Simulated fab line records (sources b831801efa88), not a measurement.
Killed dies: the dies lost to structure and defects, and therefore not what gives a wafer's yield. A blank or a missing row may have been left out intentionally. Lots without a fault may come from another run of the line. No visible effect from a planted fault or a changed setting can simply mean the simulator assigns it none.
Shared-tool check || flow gf180mcu || Sample size 11 lots and 33 wafers

== THE REASON FOR OPENING IT ==
At GF_M2_RS_MEAS_05 the reading M2_ALCU_RS is flagged on 2 of 11 lots. Fault-free wafers read 0.0691 ohm/sq, with a standard deviation of 0.00078.
Rule: a lot gets a flag if all its wafers with a number sit over 4 standard deviations from that mean, or if no wafer of it has a number. The other lots count as sound.

{"lot": "L575", "measured": "day 18 12:48", "on": "film_metro-03", "M2_ALCU_RS (ohm/sq), wafer by wafer": "0.0694 0.0697 0.0697", "flag": ""}
{"lot": "L579", "measured": "day 19 20:49", "on": "film_metro-03", "M2_ALCU_RS (ohm/sq), wafer by wafer": "0.0694 0.0687 0.0693", "flag": ""}
{"lot": "L580", "measured": "day 20 06:05", "on": "film_metro-02", "M2_ALCU_RS (ohm/sq), wafer by wafer": "0.0696 0.0688 0.0693", "flag": ""}
{"lot": "L581", "measured": "day 20 16:12", "on": "film_metro-03", "M2_ALCU_RS (ohm/sq), wafer by wafer": "0.0694 0.0708 0.0691", "flag": ""}
{"lot": "L582", "measured": "day 20 17:24", "on": "film_metro-04", "M2_ALCU_RS (ohm/sq), wafer by wafer": "0.0695 0.0689 0.0691", "flag": ""}
{"lot": "L583", "measured": "day 21 01:41", "on": "film_metro-04", "M2_ALCU_RS (ohm/sq), wafer by wafer": "0.0690 0.0691 0.0684", "flag": ""}
{"lot": "L588", "measured": "day 23 06:46", "on": "film_metro-03", "M2_ALCU_RS (ohm/sq), wafer by wafer": "0.1061 0.1089 0.1096", "flag": "FLAGGED"}
{"lot": "L591", "measured": "day 24 04:46", "on": "film_metro-04", "M2_ALCU_RS (ohm/sq), wafer by wafer": "0.1071 0.1081 0.1063", "flag": "FLAGGED"}
{"lot": "L593", "measured": "day 24 20:51", "on": "film_metro-02", "M2_ALCU_RS (ohm/sq), wafer by wafer": "0.0681 0.0687 0.0677", "flag": ""}
{"lot": "L594", "measured": "day 25 04:36", "on": "film_metro-03", "M2_ALCU_RS (ohm/sq), wafer by wafer": "0.0683 0.0675 0.0683", "flag": ""}
{"lot": "L595", "measured": "day 25 12:01", "on": "film_metro-02", "M2_ALCU_RS (ohm/sq), wafer by wafer": "0.0693 0.0693 0.0690", "flag": ""}
On average the flagged lots' numbers are 0.1077 ohm/sq, which is +0.0386 ohm/sq against the usual, or +49 standard deviations.

== WHICH TOOL EACH LOT WENT THROUGH ==
2 process steps preceding the reading are held in the record, out of 602 steps in the route. Each cell gives the tool, then ch followed by the chambers the sampled wafers passed through, then the start.
{"lot": "L575", "flag": "", "GF_V1_ETCH_16": "rie_diel-02 ch 0,1,2, day 18 11:10", "GF_M2_SPUTTER_02": "pvd_sputter-01, day 18 12:41"}
{"lot": "L579", "flag": "", "GF_V1_ETCH_16": "rie_diel-03 ch 0,1,2, day 19 19:13", "GF_M2_SPUTTER_02": "pvd_sputter-01, day 19 20:42"}
{"lot": "L580", "flag": "", "GF_V1_ETCH_16": "rie_diel-04 ch 1,2,3, day 20 04:22", "GF_M2_SPUTTER_02": "pvd_sputter-01, day 20 06:00"}
{"lot": "L581", "flag": "", "GF_V1_ETCH_16": "rie_diel-03 ch 0,1,2, day 20 14:28", "GF_M2_SPUTTER_02": "pvd_sputter-01, day 20 16:07"}
{"lot": "L582", "flag": "", "GF_V1_ETCH_16": "rie_diel-04 ch 1,3, day 20 15:46", "GF_M2_SPUTTER_02": "pvd_sputter-03, day 20 17:16"}
{"lot": "L583", "flag": "", "GF_V1_ETCH_16": "rie_diel-04 ch 0,1,2, day 21 00:04", "GF_M2_SPUTTER_02": "pvd_sputter-03, day 21 01:35"}
{"lot": "L588", "flag": "FLAGGED", "GF_V1_ETCH_16": "rie_diel-04 ch 1,2, day 23 04:58", "GF_M2_SPUTTER_02": "pvd_sputter-01, day 23 06:40"}
{"lot": "L591", "flag": "FLAGGED", "GF_V1_ETCH_16": "rie_diel-03 ch 0,2,3, day 24 03:10", "GF_M2_SPUTTER_02": "pvd_sputter-01, day 24 04:40"}
{"lot": "L593", "flag": "", "GF_V1_ETCH_16": "rie_diel-04 ch 0,2,3, day 24 19:16", "GF_M2_SPUTTER_02": "pvd_sputter-02, day 24 20:46"}
{"lot": "L594", "flag": "", "GF_V1_ETCH_16": "rie_diel-03 ch 0,2,3, day 25 03:01", "GF_M2_SPUTTER_02": "pvd_sputter-03, day 25 04:31"}
{"lot": "L595", "flag": "", "GF_V1_ETCH_16": "rie_diel-04 ch 0,1, day 25 10:25", "GF_M2_SPUTTER_02": "pvd_sputter-03, day 25 11:55"}
These steps, and what they do:
- GF_V1_ETCH_16: etches BARC in N2/H2.
- GF_M2_SPUTTER_02: material AlCu, target thk 450 nm, time 23.9 s.
- GF_M2_RS_MEAS_05: measures by four-point-probe.

== FLAGGED AGAINST TOTAL, ONE TOOL AT A TIME (gauges that did the reading follow at the end) ==
{"step": "GF_V1_ETCH_16", "tool": "rie_diel-02", "lots run": 1, "flagged": 0, "share of the flagged lots": "none", "sound lots run after its first flagged lot": "-"}
{"step": "GF_V1_ETCH_16", "tool": "rie_diel-03", "lots run": 4, "flagged": 1, "share of the flagged lots": "some", "sound lots run after its first flagged lot": "1 (L594)"}
{"step": "GF_V1_ETCH_16", "tool": "rie_diel-04", "lots run": 6, "flagged": 1, "share of the flagged lots": "some", "sound lots run after its first flagged lot": "2 (L593,L595)"}
{"step": "GF_M2_SPUTTER_02", "tool": "pvd_sputter-01", "lots run": 6, "flagged": 2, "share of the flagged lots": "all", "sound lots run after its first flagged lot": 0}
{"step": "GF_M2_SPUTTER_02", "tool": "pvd_sputter-02", "lots run": 1, "flagged": 0, "share of the flagged lots": "none", "sound lots run after its first flagged lot": "-"}
{"step": "GF_M2_SPUTTER_02", "tool": "pvd_sputter-03", "lots run": 4, "flagged": 0, "share of the flagged lots": "none", "sound lots run after its first flagged lot": "-"}
{"step": "GF_M2_RS_MEAS_05", "tool": "film_metro-02", "lots run": 3, "flagged": 0, "share of the flagged lots": "none", "sound lots run after its first flagged lot": "-"}
{"step": "GF_M2_RS_MEAS_05", "tool": "film_metro-03", "lots run": 5, "flagged": 1, "share of the flagged lots": "some", "sound lots run after its first flagged lot": "1 (L594)"}
{"step": "GF_M2_RS_MEAS_05", "tool": "film_metro-04", "lots run": 3, "flagged": 1, "share of the flagged lots": "some", "sound lots run after its first flagged lot": 0}

== WHAT THE TABLE ALLOWS ==
In the table, 1 row covers all flagged lots: pvd_sputter-01 at GF_M2_SPUTTER_02.
- pvd_sputter-01 at GF_M2_SPUTTER_02: 2 of its 6 lots flagged. Its last sound lot is L581 (day 20 16:07), its first flagged lot L588 (day 23 06:40): a fault that began between those two fits.
What remains is a single tool, pvd_sputter-01 at GF_M2_SPUTTER_02.

== WHAT HAD BEEN PUT IN BY THE SIMULATOR ==
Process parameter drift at GF_M2_SPUTTER_02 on pvd_sputter-01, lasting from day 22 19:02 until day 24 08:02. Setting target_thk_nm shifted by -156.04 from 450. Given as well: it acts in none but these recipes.
Shown lots that were struck: L588, L591. The rule given above showed the same thing.
